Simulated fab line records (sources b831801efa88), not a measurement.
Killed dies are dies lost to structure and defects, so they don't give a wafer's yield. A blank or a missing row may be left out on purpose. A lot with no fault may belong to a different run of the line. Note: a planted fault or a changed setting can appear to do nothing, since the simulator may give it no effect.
2 desks, one fault -- flow sfq line -- each desk holds nothing but its own numbers, with what lay behind them at the end

AT THE TOOL OWNER'S DESK: furnace-01
The tool's own readings at SFQ_TRILAYER_INCOMING_OXIDATION_002 (target thk 500 nm, ox time 4939 s): means of the sampled wafers that have a number, for each lot that ran on this tool. Any lot whose mean is over 4 standard deviations away from the usual mean is out of limits and marked OUT; that distance is given in the brackets.
Columns: A = spike tc bottom C at SFQ_TRILAYER_INCOMING_OXIDATION_002, usual 1015.8 C; B = spike tc centre C at SFQ_TRILAYER_INCOMING_OXIDATION_002, usual 1000.3 C; C = spike tc lower C at SFQ_TRILAYER_INCOMING_OXIDATION_002, usual 1000.0 C; D = spike tc upper C at SFQ_TRILAYER_INCOMING_OXIDATION_002, usual 999.5 C; E = tube center temp C at SFQ_TRILAYER_INCOMING_OXIDATION_002, usual 1000 C; F = tube_center_temp_C_max at SFQ_TRILAYER_INCOMING_OXIDATION_002, usual 1002.6
lot,first seen here,A,B,C,D,E,F
L604,day 1 15:07,1013.1,1001.8,1000.1,999.8,1000,1002.6
L606,day 2 01:07,1013.4,1000.6,1000.7,1001.8,1000,1003.1
L614,day 3 17:07,1004.6 (-4.3) OUT,992.3 (-5.7) OUT,990.7 (-9.7) OUT,991.1 (-8.4) OUT,991 (-99) OUT,993.3 (-22) OUT
L616,day 4 03:07,1004.7 (-4.3) OUT,993.4 (-4.9) OUT,992.0 (-8.4) OUT,991.3 (-8.2) OUT,991 (-99) OUT,993.4 (-22) OUT
This desk's verdict: out of limits on L614, L616, starting with L614 at day 3 17:07 (spike tc bottom C at SFQ_TRILAYER_INCOMING_OXIDATION_002). Within limits: L604, L606.

FROM THE METROLOGY DESK
Lot by lot, what the gauges showed, no matter which tool ran the lot: averages of those sampled wafers that carry a number. Any lot whose mean is over 4 standard deviations away from the usual mean is out of limits and marked OUT; that distance is given in the brackets.
Columns: A = I2_OVL at SFQ_I2_OVL_MEAS_918, usual 1 nm; B = M4_NB_RS at SFQ_M4_RS_MEAS_924, usual 0.891 ohm/sq
lot,first seen here,A,B
L603,day 26 09:50,-9,0.898
L604,day 27 00:25,-9,0.895
L605,day 27 07:37,-6,0.886
L606,day 27 19:36,8,0.885
L607,day 28 01:25,1,0.906
L614,day 31 14:17,5,0.888
L616,day 31 22:40,-2,0.877
L619,day 32 19:13,2,0.893
L621,day 33 13:12,-0,0.891
L623,day 34 07:20,4,0.891
L625,day 34 22:35,-4,0.894
Result from this desk: across the 11 lots, nothing is out of limits.

PUT TOGETHER
The tool owner's desk had the chance to raise an alarm at day 3 17:07 on L614, L616.
From the metrology desk's view, nothing was out of limits.
The metrology desk has L614, L616 on record, within its limits.
The lots listed all ran SFQ_TRILAYER_INCOMING_OXIDATION_002 on furnace-01.

WHAT THE SIMULATOR HAD INSERTED
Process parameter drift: furnace-01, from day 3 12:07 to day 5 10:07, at SFQ_TRILAYER_INCOMING_OXIDATION_002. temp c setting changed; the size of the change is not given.
Struck lots among those shown: L614, L616.
Delay in hours, fault start to first out-of-limits reading, by desk: the tool owner's desk at 5.
